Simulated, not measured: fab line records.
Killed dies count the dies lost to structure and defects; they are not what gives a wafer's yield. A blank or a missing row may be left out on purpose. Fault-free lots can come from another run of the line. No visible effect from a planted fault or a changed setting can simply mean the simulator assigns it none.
Which tool was responsible?    flow sky130    17 wafers sampled from 6 lots at 1 step of a route of 708

## WHAT THE GAUGES SHOWED, per wafer
SKY_VT_ADJUST_PCH_OVL_MEAS_07.
lot   measured      on          VT_ADJUST_PCH_OVL (nm)
L906  day 12 02:26  overlay-02  1.9 -0.2 2.5
L914  day 14 16:02  overlay-02  3.6 1.1 1.0
L916  day 15 08:44  overlay-02  2.9 2.2 2.4
L919  day 16 05:42  overlay-01  -1.9 -0.1
L921  day 16 16:18  overlay-01  1.7 1.5 -1.5
L924  day 18 01:33  overlay-02  -0.4 0.0 0.9

## EACH LOT AND THE TOOL THAT RAN IT (in order: tool; ch and the chambers of the sampled wafers; start)
Before these readings, the record contains no process step.

## THE ANSWER, worked out from the rows above alone
Rule: the lots themselves supply what counts as usual. Put in order of their means at a reading, lots are off if they are a third of the lots or fewer, leave a main group of 4 or more, and stand apart from it by a gap of 3 or more times the standard deviation of the main group's means; of several such gaps the widest counts. A main group is skipped when, at the precision printed for the reading in the tables above, its means are all equal. A lot without any number at a reading at which 4 lots or more have one is off too. Where the step has rows for the other lots, those lots are counted as sound.
No lot is off at any reading shown: from this, nothing can be told.

## WHAT THE SIMULATOR HAD PUT IN
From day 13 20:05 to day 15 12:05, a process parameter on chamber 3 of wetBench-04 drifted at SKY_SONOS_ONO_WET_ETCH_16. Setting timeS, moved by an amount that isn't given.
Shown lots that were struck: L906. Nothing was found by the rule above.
